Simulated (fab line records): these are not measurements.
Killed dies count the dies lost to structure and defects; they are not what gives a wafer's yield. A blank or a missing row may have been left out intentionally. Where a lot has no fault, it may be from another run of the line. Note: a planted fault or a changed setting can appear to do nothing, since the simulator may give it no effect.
fab line records + flow sky130
[record]
- lots = 13
- wafers = 39
- last-day = 51
route steps=708 shown GATE_OXIDE@187 VIA4@652 METAL5@665 PASSIVATION@684 PAD_OPEN@708
lots with no fault: from the same line, run without faults
start-h: hours from the record's first day to the start of the lot's first wafer shown + wait-h: hours elapsed since this lot's preceding step + " as in the row above + L1.1+2: a single row standing in for several wafers + - either no value or no given start + * or withheld: withheld + < > ~ a bound
route shown NAME@n: NAME is a module with steps in the file, n the number in the route of the first one + usual: the fault-free wafers' mean and standard deviation + same: alike in all rows + chamber/n: place in a boat + sites: the reading at each site + _std_site: the values' standard deviation + _edge_site: inner sites' mean taken away from outer sites' mean + radius-mm: for every site, how far away it sits from the centre of the wafer + mask NAME#n: copy n + behind: the last tool/chamber to shape the wafer + hold: why the lot was held/for how many hours/how that ended + device: the n, p or np transistor that did not switch + end of line: the route-end tests of the same wafers + where a step has no rows: the recipe by itself + killed: dies that structure and defects cost at the first sort, which is not the same as the wafer's yield + map: dies across one wafer; x = killed, . = not, _ = none there
set.NAME: setting as actually run; set.NAME@STEP: the setting as run at that earlier step + model.NAME: the simulator's own value behind a step, which no gauge read
the route's steps for a sample of lots (tables are steps, rows are wafers)
services: a tool's chamber out of use, with start hour (start-h, from the record's first day; less than 0 if before it), hours out, and reason
[[steps]]
[step SKY_GATE_OXIDE_CLEAN_00]
[recipe]
- chemistry = SC1/SC2
- mix = 1:4:20
- temp-c = 70
- time-s = 150
- dry = n2-spin
[usual]
- temp-c = 69.98/0.13
| lot.wafer | tool         | chamber | start-h | wait-h | temp-c |
|-----------|--------------|---------|---------|--------|--------|
| L540.2    | wet-bench-04 | 3       | 273.99  | 0.0    | 69.88  |
| L540.3    | "            | 3       | "       | "      | 69.70  |
| L540.5    | "            | 3       | "       | "      | 69.89  |
| L542.4    | wet-bench-01 | 2       | 293.69  | 0.0    | 69.90  |
| L542.5    | "            | 2       | "       | "      | 70.04  |
| L542.6    | "            | 2       | "       | "      | 69.98  |
| L544.1    | wet-bench-03 | 1       | 312.42  | 0.0    | 70.04  |
| L544.3    | "            | 1       | "       | "      | 70.00  |
| L544.5    | "            | 1       | "       | "      | 69.95  |
| L546.3    | wet-bench-01 | 2       | 345.32  | 0.0    | 70.17  |
| L546.5    | "            | 2       | "       | "      | 70.01  |
| L546.6    | "            | 2       | "       | "      | 70.16  |
| L547.2    | wet-bench-01 | 2       | 345.63  | 0.0    | 70.04  |
| L547.3    | "            | 2       | "       | "      | 69.98  |
| L547.6    | "            | 2       | "       | "      | 69.93  |
| L548.1    | wet-bench-01 | 0       | 345.93  | 0.0    | 69.96  |
| L548.4    | "            | 0       | "       | "      | 70.04  |
| L548.5    | "            | 0       | "       | "      | 70.15  |
| L549.2    | wet-bench-01 | 0       | 358.83  | 0.0    | 70.06  |
| L549.3    | "            | 0       | "       | "      | 70.03  |
| L549.4    | "            | 0       | "       | "      | 69.94  |
| L550.2    | wet-bench-03 | 0       | 363.93  | 0.0    | 70.08  |
| L550.5    | "            | 0       | "       | "      | 70.04  |
| L550.6    | "            | 0       | "       | "      | 70.01  |
| L552.2    | wet-bench-01 | 0       | 379.92  | 0.0    | 70.06  |
| L552.4    | "            | 0       | "       | "      | 70.02  |
| L552.5    | "            | 0       | "       | "      | 70.11  |
| L560.1    | wet-bench-04 | 2       | 438.82  | 0.0    | 69.99  |
| L560.3    | "            | 2       | "       | "      | 69.81  |
| L560.5    | "            | 2       | "       | "      | 69.97  |
| L561.1    | wet-bench-01 | 2       | 445.13  | 0.0    | 70.06  |
| L561.2    | "            | 2       | "       | "      | 70.03  |
| L561.6    | "            | 2       | "       | "      | 69.96  |
| L562.1    | wet-bench-01 | 2       | 460.01  | 0.0    | 70.07  |
| L562.2    | "            | 2       | "       | "      | 69.99  |
| L562.5    | "            | 2       | "       | "      | 70.08  |
| L563.2    | wet-bench-03 | 1       | 471.17  | 0.0    | 69.87  |
| L563.3    | "            | 1       | "       | "      | 69.80  |
| L563.5    | "            | 1       | "       | "      | 69.87  |
[step SKY_VIA4_STRIP_13]
[recipe]
- chemistry = O2/N2
- power-w = 1400
- pressure-mtorr = 1500
- platen-temp-c = withheld
- o2-flow-sccm = 3000
- n2-flow-sccm = 300
- overash-fraction = 0.5
[usual]
- drypump-motor-current-A = 5.8/0.36
- o2-flow-sccm = 3001/9.2
- oes-product-au = 0.709/0.0045
- strip-time-to-endpoint-s = 12.808/0.029
| lot.wafer | tool            | chamber | start-h | wait-h | drypump-motor-current-A | o2-flow-sccm | oes-product-au | rf-hours-counter-h | strip-time-to-endpoint-s |
|-----------|-----------------|---------|---------|--------|-------------------------|--------------|----------------|--------------------|--------------------------|
| L540.2    | plasma-asher-04 | 0       | 995.65  | -      | 5.9                     | 2991         | 0.718          | 22                 | 12.784                   |
| L540.3    | "               | 0       | "       | "      | 5.9                     | 2984         | 0.707          | -                  | 12.768                   |
| L540.5    | "               | 1       | "       | "      | 5.3                     | 3030         | 0.698          | -                  | 12.794                   |
| L542.4    | plasma-asher-04 | 1       | 1008.75 | -      | 5.4                     | 3018         | 0.712          | -                  | 12.818                   |
| L542.5    | "               | 1       | "       | "      | 5.3                     | 2995         | 0.707          | -                  | 12.829                   |
| L542.6    | "               | 0       | "       | "      | 5.9                     | 2992         | 0.715          | -                  | 12.781                   |
| L544.1    | plasma-asher-01 | 0       | 1022.12 | -      | 5.5                     | 2982         | 0.714          | 62                 | 12.827                   |
| L544.3    | "               | 0       | "       | "      | 5.5                     | 2980         | 0.710          | -                  | 12.822                   |
| L544.5    | "               | 0       | "       | "      | 5.5                     | 2998         | 0.711          | -                  | 12.764                   |
| L548.1    | plasma-asher-04 | 0       | 1060.20 | -      | 5.9                     | 3011         | 0.707          | 28                 | 12.780                   |
| L548.4    | "               | 0       | "       | "      | 5.9                     | 3004         | 0.708          | -                  | 12.817                   |
| L548.5    | "               | 1       | "       | "      | 5.3                     | 3011         | 0.710          | -                  | 12.827                   |
| L547.2    | plasma-asher-01 | 1       | 1061.69 | -      | 6.3                     | 3003         | 0.710          | 65                 | 12.789                   |
| L547.3    | "               | 0       | "       | "      | 5.5                     | 3007         | 0.709          | -                  | 12.810                   |
| L547.6    | "               | 0       | "       | "      | 5.5                     | 3002         | 0.704          | -                  | 12.801                   |
| L546.3    | plasma-asher-04 | 1       | 1061.90 | -      | 5.3                     | 3003         | 0.712          | -                  | 12.767                   |
| L546.5    | "               | 0       | "       | "      | 5.9                     | 2999         | 0.705          | -                  | 12.783                   |
| L546.6    | "               | 1       | "       | "      | 5.3                     | 2986         | 0.702          | -                  | 12.794                   |
| L549.2    | plasma-asher-01 | 0       | 1067.25 | -      | 5.5                     | 2996         | 0.714          | 66                 | 12.808                   |
| L549.3    | "               | 1       | "       | "      | 6.3                     | 3004         | 0.709          | -                  | 12.776                   |
| L549.4    | "               | 0       | "       | "      | 5.5                     | 3003         | 0.717          | -                  | 12.734                   |
| L550.2    | plasma-asher-02 | 1       | 1068.69 | -      | 6.2                     | 3009         | 0.715          | 95                 | 12.813                   |
| L550.5    | "               | 1       | "       | "      | 6.2                     | 3018         | 0.716          | -                  | 12.820                   |
| L550.6    | "               | 0       | "       | "      | 6.1                     | 2987         | 0.710          | -                  | 12.782                   |
| L552.2    | plasma-asher-04 | 0       | 1076.94 | -      | 5.9                     | 2999         | 0.708          | 30                 | 12.790                   |
| L552.4    | "               | 1       | "       | "      | 5.3                     | 2990         | 0.706          | -                  | 12.812                   |
| L552.5    | "               | 1       | "       | "      | 5.3                     | 2994         | 0.707          | -                  | 12.806                   |
| L560.1    | plasma-asher-01 | 1       | 1128.15 | -      | 6.3                     | 3004         | 0.719          | 73                 | 12.837                   |
| L560.3    | "               | 0       | "       | "      | 5.5                     | 3020         | 0.713          | -                  | 12.779                   |
| L560.5    | "               | 0       | "       | "      | 5.6                     | 3000         | 0.711          | -                  | 12.790                   |
| L561.1    | plasma-asher-01 | 1       | 1130.67 | -      | 6.3                     | 2995         | 0.710          | 74                 | 12.815                   |
| L561.2    | "               | 0       | "       | "      | 5.6                     | 3002         | 0.706          | 74                 | 12.795                   |
| L561.6    | "               | 1       | "       | "      | 6.2                     | 3011         | 0.716          | -                  | 12.784                   |
| L562.1    | plasma-asher-04 | 1       | 1133.49 | -      | 5.3                     | 2988         | 0.702          | 36                 | 12.821                   |
| L562.2    | "               | 0       | "       | "      | 5.9                     | 3017         | 0.710          | 36                 | 12.785                   |
| L562.5    | "               | 1       | "       | "      | 5.3                     | 3008         | 0.705          | -                  | 12.786                   |
| L563.2    | plasma-asher-01 | 0       | 1163.32 | -      | 5.5                     | 2996         | 0.707          | 77                 | 12.827                   |
| L563.3    | "               | 0       | "       | "      | 5.5                     | 2998         | 0.713          | -                  | 12.826                   |
| L563.5    | "               | 0       | "       | "      | 5.5                     | 2996         | 0.715          | -                  | 12.830                   |
[step SKY_METAL5_SPUTTER_04]
[recipe]
- material = TiN
- target-thk-nm = 70
- power-w = 6500
- time-s = 58.3
- chamber-pressure-pa = 0.4
[usual]
- throttle-valve-pct = 30.4/1
| lot.wafer | tool           | chamber | start-h | wait-h | throttle-valve-pct |
|-----------|----------------|---------|---------|--------|--------------------|
| L540.2    | pvd-sputter-04 | -       | 997.19  | 0.0    | 30.6               |
| L540.3    | "              | -       | "       | "      | 29.1               |
| L540.5    | "              | -       | "       | "      | 29.2               |
| L542.4    | pvd-sputter-04 | -       | 1010.17 | 0.0    | 30.6               |
| L542.5    | "              | -       | "       | "      | 32.4               |
| L542.6    | "              | -       | "       | "      | 30.6               |
| L544.1    | pvd-sputter-02 | -       | 1023.52 | 0.0    | 29.5               |
| L544.3    | "              | -       | "       | "      | 29.7               |
| L544.5    | "              | -       | "       | "      | 30.0               |
| L548.1    | pvd-sputter-01 | -       | 1061.60 | 0.0    | 31.1               |
| L548.4    | "              | -       | "       | "      | 30.7               |
| L548.5    | "              | -       | "       | "      | 30.6               |
| L547.2    | pvd-sputter-01 | -       | 1063.16 | 0.0    | 31.1               |
| L547.3    | "              | -       | "       | "      | 30.5               |
| L547.6    | "              | -       | "       | "      | 31.3               |
| L546.3    | pvd-sputter-02 | -       | 1063.76 | 0.0    | 30.1               |
| L546.5    | "              | -       | "       | "      | 30.2               |
| L546.6    | "              | -       | "       | "      | 30.2               |
| L549.2    | pvd-sputter-04 | -       | 1068.70 | 0.0    | 29.3               |
| L549.3    | "              | -       | "       | "      | 30.8               |
| L549.4    | "              | -       | "       | "      | 32.6               |
| L550.2    | pvd-sputter-02 | -       | 1070.20 | 0.0    | 29.3               |
| L550.5    | "              | -       | "       | "      | 30.1               |
| L550.6    | "              | -       | "       | "      | 30.4               |
| L552.2    | pvd-sputter-04 | -       | 1078.34 | 0.0    | 30.8               |
| L552.4    | "              | -       | "       | "      | 29.3               |
| L552.5    | "              | -       | "       | "      | 32.3               |
| L560.1    | pvd-sputter-02 | -       | 1129.55 | 0.0    | 30.0               |
| L560.3    | "              | -       | "       | "      | 30.0               |
| L560.5    | "              | -       | "       | "      | 30.3               |
| L561.1    | pvd-sputter-02 | -       | 1132.11 | 0.0    | 30.0               |
| L561.2    | "              | -       | "       | "      | 29.3               |
| L561.6    | "              | -       | "       | "      | 29.4               |
| L562.1    | pvd-sputter-01 | -       | 1135.18 | 0.0    | 30.1               |
| L562.2    | "              | -       | "       | "      | 31.1               |
| L562.5    | "              | -       | "       | "      | 31.0               |
| L563.2    | pvd-sputter-01 | -       | 1164.87 | 0.0    | 31.1               |
| L563.3    | "              | -       | "       | "      | 29.9               |
| L563.5    | "              | -       | "       | "      | 31.4               |
[step SKY_PASSIVATION_THK_MEAS_03]
[recipe]
- reads = Si3N4_of_PASSIVATION_CVD_02
[usual]
- PASSIVATION_CVD_02_THK = 540/7.8
| lot.wafer | tool          | chamber | start-h | wait-h | PASSIVATION_CVD_02_THK[nm] |
|-----------|---------------|---------|---------|--------|----------------------------|
| L540.2    | film-metro-04 | -       | 1021.05 | -      | 534                        |
| L540.3    | "             | -       | "       | "      | 529                        |
| L540.5    | "             | -       | "       | "      | 539                        |
| L542.4    | film-metro-03 | -       | 1032.82 | -      | 540                        |
| L542.5    | "             | -       | "       | "      | 533                        |
| L542.6    | "             | -       | "       | "      | 534                        |
| L544.1    | film-metro-04 | -       | 1047.45 | -      | 527                        |
| L544.3    | "             | -       | "       | "      | 535                        |
| L544.5    | "             | -       | "       | "      | 539                        |
| L548.1    | film-metro-02 | -       | 1083.65 | -      | 537                        |
| L548.4    | "             | -       | "       | "      | 548                        |
| L548.5    | "             | -       | "       | "      | 552                        |
| L547.2    | film-metro-04 | -       | 1085.20 | -      | 534                        |
| L547.3    | "             | -       | "       | "      | 544                        |
| L547.6    | "             | -       | "       | "      | 551                        |
| L546.3    | film-metro-02 | -       | 1085.83 | -      | 537                        |
| L546.5    | "             | -       | "       | "      | 544                        |
| L546.6    | "             | -       | "       | "      | 547                        |
| L549.2    | film-metro-02 | -       | 1090.41 | -      | 529                        |
| L549.3    | "             | -       | "       | "      | 528                        |
| L549.4    | "             | -       | "       | "      | 531                        |
| L550.2    | film-metro-03 | -       | 1091.88 | -      | 535                        |
| L550.5    | "             | -       | "       | "      | 547                        |
| L550.6    | "             | -       | "       | "      | 535                        |
| L552.2    | film-metro-03 | -       | 1099.62 | -      | 529                        |
| L552.4    | "             | -       | "       | "      | 546                        |
| L552.5    | "             | -       | "       | "      | 546                        |
| L560.1    | film-metro-02 | -       | 1149.48 | -      | 548                        |
| L560.3    | "             | -       | "       | "      | 542                        |
| L560.5    | "             | -       | "       | "      | 548                        |
| L561.1    | film-metro-03 | -       | 1151.81 | -      | 539                        |
| L561.2    | "             | -       | "       | "      | 537                        |
| L561.6    | "             | -       | "       | "      | 553                        |
| L562.1    | film-metro-04 | -       | 1154.99 | -      | 555                        |
| L562.2    | "             | -       | "       | "      | 541                        |
| L562.5    | "             | -       | "       | "      | 550                        |
| L563.2    | film-metro-04 | -       | 1182.74 | -      | 552                        |
| L563.3    | "             | -       | "       | "      | 557                        |
| L563.5    | "             | -       | "       | "      | 552                        |
[step SKY_PAD_OPEN_PROBE_99]
[usual]
- killed_at_M0_to_M3 = 43/6.4
- killed_at_M4_up = 3.2/1.8
- killed-at-contacts = 25/5.8
- killed-at-front-end = 16/4.1
- killed-at-other = 0.2/0.47
- killed-dies = 88/9.9
- killed-on-rim = 17/4.1
- killed-open = 47/7.3
- killed-short = 40/7.1
[same]
- gross-dies = 492
- killed-at-back-side = 0
| lot.wafer | tool      | chamber | start-h | wait-h | killed_at_M0_to_M3 | killed_at_M4_up | killed-at-contacts | killed-at-front-end | killed-at-other | killed-dies | killed-on-rim | killed-open | killed-short |
|-----------|-----------|---------|---------|--------|--------------------|-----------------|--------------------|---------------------|-----------------|-------------|---------------|-------------|--------------|
| L542.4    | prober-01 | -       | 1079.81 | 0.2    | 59                 | 4               | 20                 | 13                  | 0               | 96          | 23            | 51          | 45           |
| L542.5    | prober-01 | -       | 1079.86 | 0.2    | 52                 | 4               | 20                 | 18                  | 0               | 94          | 17            | 53          | 41           |
| L542.6    | prober-01 | -       | 1079.91 | 0.2    | 44                 | 2               | 22                 | 13                  | 0               | 81          | 12            | 31          | 50           |
| L546.3    | prober-01 | -       | 1127.28 | 0.2    | 38                 | 6               | 27                 | 9                   | 0               | 80          | 11            | 46          | 34           |
| L546.5    | prober-01 | -       | 1127.38 | 0.2    | 46                 | 5               | 32                 | 11                  | 0               | 94          | 13            | 56          | 38           |
| L546.6    | prober-01 | -       | 1127.43 | 0.2    | 47                 | 3               | 42                 | 18                  | 0               | 110         | 25            | 67          | 43           |
| L549.2    | prober-02 | -       | 1132.87 | 0.1    | 42                 | 4               | 21                 | 40                  | 0               | 107         | 26            | 50          | 34           |
| L549.3    | prober-02 | -       | 1132.92 | 0.2    | 37                 | 5               | 30                 | 35                  | 1               | 108         | 22            | 44          | 40           |
| L549.4    | prober-02 | -       | 1132.97 | 0.2    | 37                 | 3               | 18                 | 36                  | 0               | 94          | 28            | 41          | 31           |
| L550.2    | prober-01 | -       | 1133.93 | 0.1    | 30                 | 3               | 24                 | 8                   | 1               | 66          | 9             | 27          | 39           |
| L550.5    | prober-01 | -       | 1134.08 | 0.2    | 38                 | 3               | 28                 | 12                  | 0               | 81          | 14            | 47          | 34           |
| L550.6    | prober-01 | -       | 1134.13 | 0.2    | 39                 | 2               | 24                 | 11                  | 0               | 76          | 12            | 41          | 34           |
| L552.2    | prober-01 | -       | 1139.61 | 0.1    | 34                 | 6               | 24                 | 42                  | 0               | 106         | 22            | 46          | 38           |
| L552.4    | prober-01 | -       | 1139.71 | 0.2    | 53                 | 1               | 21                 | 36                  | 0               | 111         | 27            | 51          | 40           |
| L552.5    | prober-01 | -       | 1139.76 | 0.2    | 41                 | 6               | 15                 | 42                  | 0               | 104         | 26            | 44          | 35           |
| L560.1    | prober-01 | -       | 1185.71 | 0.1    | 46                 | 4               | 27                 | 16                  | 0               | 93          | 20            | 50          | 43           |
| L560.3    | prober-01 | -       | 1185.81 | 0.2    | 51                 | 2               | 28                 | 18                  | 0               | 99          | 23            | 57          | 41           |
| L560.5    | prober-01 | -       | 1185.91 | 0.2    | 56                 | 2               | 23                 | 18                  | 1               | 100         | 22            | 45          | 55           |
| L561.1    | prober-02 | -       | 1188.06 | 0.1    | 44                 | 2               | 23                 | 18                  | 0               | 87          | 22            | 50          | 37           |
| L561.2    | prober-02 | -       | 1188.11 | 0.1    | 46                 | 6               | 29                 | 15                  | 0               | 96          | 15            | 56          | 40           |
| L561.6    | prober-02 | -       | 1188.31 | 0.2    | 40                 | 1               | 37                 | 15                  | 1               | 94          | 19            | 53          | 41           |
// killed by level:class
L542.4 VIA1:geometric-particle:open=14 METAL2:geometric-particle:short=11 LI_CONTACT:geometric-particle:open=9 FIELD_ISO:geometric-particle:open=7 METAL3:geometric-particle:short=7 CONTACT:geometric-particle:open=6 METAL1:geometric-particle:short=6 FIELD_ISO:geometric-particle:short=4
L542.5 VIA1:geometric-particle:open=13 LI_CONTACT:geometric-particle:open=10 FIELD_ISO:geometric-particle:open=9 METAL2:geometric-particle:short=8 LOCAL_INTERCONNECT:geometric-particle:short=6 METAL1:geometric-particle:short=6 VIA3:geometric-particle:short=5 VIA2:geometric-particle:open=5
L542.6 METAL1:geometric-particle:short=11 METAL2:geometric-particle:short=9 LI_CONTACT:geometric-particle:open=9 VIA2:geometric-particle:short=5 FIELD_ISO:geometric-particle:short=4 POLY_GATE:geometric-particle:short=4 VIA1:geometric-particle:open=4 LOCAL_INTERCONNECT:geometric-particle:short=3
L546.3 VIA1:geometric-particle:open=10 CONTACT:geometric-particle:open=8 LI_CONTACT:geometric-particle:open=7 VIA1:geometric-particle:short=7 CONTACT:geometric-particle:short=5 VIA2:geometric-particle:open=5 VIA3:geometric-particle:open=4 FIELD_ISO:geometric-particle:short=3
L546.5 CONTACT:geometric-particle:open=16 VIA1:geometric-particle:open=12 LI_CONTACT:geometric-particle:open=7 VIA3:geometric-particle:open=6 VIA2:geometric-particle:open=6 VIA1:geometric-particle:short=5 CONTACT:geometric-particle:short=5 METAL1:geometric-particle:short=5
L546.6 CONTACT:geometric-particle:open=18 VIA1:geometric-particle:open=15 LI_CONTACT:geometric-particle:open=13 FIELD_ISO:geometric-particle:short=7 FIELD_ISO:geometric-particle:open=6 LOCAL_INTERCONNECT:geometric-particle:short=6 VIA1:geometric-particle:short=6 VIA2:geometric-particle:open=6
L549.2 GATE_OXIDE:unspecified=23 VIA1:geometric-particle:open=9 VIA3:geometric-particle:open=8 CONTACT:geometric-particle:open=7 METAL1:geometric-particle:short=7 VIA2:geometric-particle:open=7 POLY_GATE:geometric-particle:open=6 LI_CONTACT:geometric-particle:open=5
L549.3 GATE_OXIDE:unspecified=24 CONTACT:geometric-particle:open=11 VIA2:geometric-particle:open=10 CONTACT:geometric-particle:short=8 LI_CONTACT:geometric-particle:open=7 VIA1:geometric-particle:open=6 METAL1:geometric-particle:short=5 VIA3:geometric-particle:open=4
L549.4 GATE_OXIDE:unspecified=22 VIA1:geometric-particle:open=11 METAL1:geometric-particle:short=9 CONTACT:geometric-particle:open=9 VIA2:geometric-particle:open=6 FIELD_ISO:geometric-particle:short=5 FIELD_ISO:geometric-particle:open=4 LI_CONTACT:geometric-particle:open=4
L550.2 CONTACT:geometric-particle:open=6 CONTACT:geometric-particle:short=5 VIA1:geometric-particle:short=5 LOCAL_INTERCONNECT:geometric-particle:short=4 VIA3:geometric-particle:short=4 METAL1:geometric-particle:short=4 VIA1:geometric-particle:open=4 METAL2:geometric-particle:short=4
L550.5 CONTACT:geometric-particle:open=14 VIA1:geometric-particle:open=8 LI_CONTACT:geometric-particle:open=5 METAL1:geometric-particle:short=5 VIA2:geometric-particle:open=5 LOCAL_INTERCONNECT:geometric-particle:short=4 VIA3:geometric-particle:open=4 POLY_GATE:geometric-particle:short=3
L550.6 CONTACT:geometric-particle:open=11 VIA1:geometric-particle:open=8 VIA2:geometric-particle:open=8 LI_CONTACT:geometric-particle:open=6 METAL1:geometric-particle:short=5 CONTACT:geometric-particle:short=4 VIA3:geometric-particle:short=4 VIA3:geometric-particle:open=4
L552.2 GATE_OXIDE:unspecified=22 LI_CONTACT:geometric-particle:open=9 VIA1:geometric-particle:open=8 POLY_GATE:geometric-particle:open=6 FIELD_ISO:geometric-particle:short=5 CONTACT:geometric-particle:open=5 VIA3:geometric-particle:open=5 FIELD_ISO:geometric-particle:open=4
L552.4 GATE_OXIDE:unspecified=20 VIA3:geometric-particle:open=10 VIA1:geometric-particle:open=10 FIELD_ISO:geometric-particle:short=6 LI_CONTACT:geometric-particle:open=5 VIA1:geometric-particle:short=5 CONTACT:geometric-particle:open=5 METAL1:geometric-particle:short=5
L552.5 GATE_OXIDE:unspecified=25 VIA1:geometric-particle:open=13 FIELD_ISO:geometric-particle:short=6 CONTACT:geometric-particle:open=6 FIELD_ISO:geometric-particle:open=5 VIA2:geometric-particle:open=5 METAL1:geometric-particle:short=5 VIA1:geometric-particle:short=4
L560.1 CONTACT:geometric-particle:open=11 VIA1:geometric-particle:open=10 LI_CONTACT:geometric-particle:open=8 METAL2:geometric-particle:short=8 VIA2:geometric-particle:open=6 VIA3:geometric-particle:open=5 VIA2:geometric-particle:short=4 CONTACT:geometric-particle:short=4
L560.3 CONTACT:geometric-particle:open=10 METAL1:geometric-particle:short=9 LI_CONTACT:geometric-particle:open=8 VIA3:geometric-particle:open=8 VIA1:geometric-particle:open=8 VIA2:geometric-particle:open=7 CONTACT:geometric-particle:short=6 METAL2:geometric-particle:short=6
L560.5 VIA1:geometric-particle:open=15 METAL1:geometric-particle:short=10 CONTACT:geometric-particle:open=9 VIA1:geometric-particle:short=9 VIA2:geometric-particle:open=7 POLY_GATE:geometric-particle:short=6 METAL2:geometric-particle:short=6 LI_CONTACT:geometric-particle:open=5
L561.1 LI_CONTACT:geometric-particle:open=10 CONTACT:geometric-particle:open=9 VIA1:geometric-particle:open=9 VIA3:geometric-particle:open=8 METAL1:geometric-particle:short=6 POLY_GATE:geometric-particle:short=5 METAL2:geometric-particle:short=5 FIELD_ISO:geometric-particle:open=3
L561.2 CONTACT:geometric-particle:open=11 METAL1:geometric-particle:short=11 LI_CONTACT:geometric-particle:open=10 VIA1:geometric-particle:open=8 VIA2:geometric-particle:open=6 VIA1:geometric-particle:short=5 LOCAL_INTERCONNECT:geometric-particle:short=4 VIA3:geometric-particle:open=4
L561.6 VIA1:geometric-particle:open=13 LI_CONTACT:geometric-particle:open=10 CONTACT:geometric-particle:open=10 CONTACT:geometric-particle:short=7 VIA3:geometric-particle:open=7 LOCAL_INTERCONNECT:geometric-particle:short=6 FIELD_ISO:geometric-particle:open=5 METAL2:geometric-particle:short=4
[[services]]
| tool            | chamber | start-h | hours | kind   |
|-----------------|---------|---------|-------|--------|
| pvd-sputter-02  | -       | 264.90  | 1.9   | repair |
| wet-bench-01    | -       | 285.53  | 1.5   | repair |
| pvd-sputter-02  | -       | 289.58  | 0.8   | repair |
| pvd-sputter-02  | -       | 365.59  | 1.3   | repair |
| plasma-asher-01 | -       | 365.66  | 2.8   | pm     |
| plasma-asher-01 | -       | 421.25  | 9.0   | pm     |
| pvd-sputter-02  | -       | 424.65  | 0.5   | repair |
| pvd-sputter-02  | -       | 489.86  | 8.7   | repair |
| plasma-asher-04 | -       | 541.65  | 1.7   | repair |
| pvd-sputter-02  | -       | 543.23  | 8.6   | repair |
| plasma-asher-04 | -       | 619.48  | 2.8   | pm     |
| wet-bench-01    | -       | 625.10  | 3.2   | repair |
| plasma-asher-04 | -       | 733.75  | 9.0   | pm     |
| pvd-sputter-02  | -       | 777.51  | 3.1   | repair |
| pvd-sputter-02  | -       | 807.70  | 3.8   | repair |
| pvd-sputter-02  | -       | 813.95  | 5.4   | repair |
| plasma-asher-04 | -       | 817.53  | 14.6  | pm     |
| plasma-asher-04 | -       | 838.07  | 0.9   | repair |
| pvd-sputter-02  | -       | 890.26  | 7.2   | repair |
| plasma-asher-04 | -       | 900.02  | 9.3   | repair |
| plasma-asher-01 | -       | 948.41  | 1.1   | repair |
| wet-bench-01    | -       | 1027.67 | 7.6   | repair |
| plasma-asher-04 | -       | 1056.23 | 2.3   | repair |
| plasma-asher-04 | -       | 1094.25 | 0.9   | repair |
[[key]]
[first-sign]
- step = SKY_PAD_OPEN_PROBE_99
- reading = killed-at-front-end
- direction = up
- sigmas = 5.6
- usual = 16
- struck = 38
[effect]
- step = SKY_PAD_OPEN_PROBE_99
- reading = killed-dies
- direction = up
- sigmas = 1.8
- usual = 88
- struck = 105
- wafers-moved = 3
met-at SKY_GATE_OXIDE_CLEAN_00
struck-lots L549,L552
tester-left-out L549,L552
not-acting-at SKY_VIA4_STRIP_13,SKY_METAL5_SPUTTER_04,SKY_PASSIVATION_THK_MEAS_03
onset-between 345.93 358.83
[fault]
- kind = chamber-particle-source
- tool = wet-bench-01
- chamber = -
- onset-h = 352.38
- steps = SKY_GATE_OXIDE_CLEAN_00
- rate-per-visit-cm2 = 2.0082
- end-h = 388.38
// tester-left-out: of these lots the tester's yield and bins aren't shown, on N5 and GAA mostly nor the transistor test; their killed dies are dies lost to structure and defects alone, not to doping, threshold or leakage, so they don't give the yield
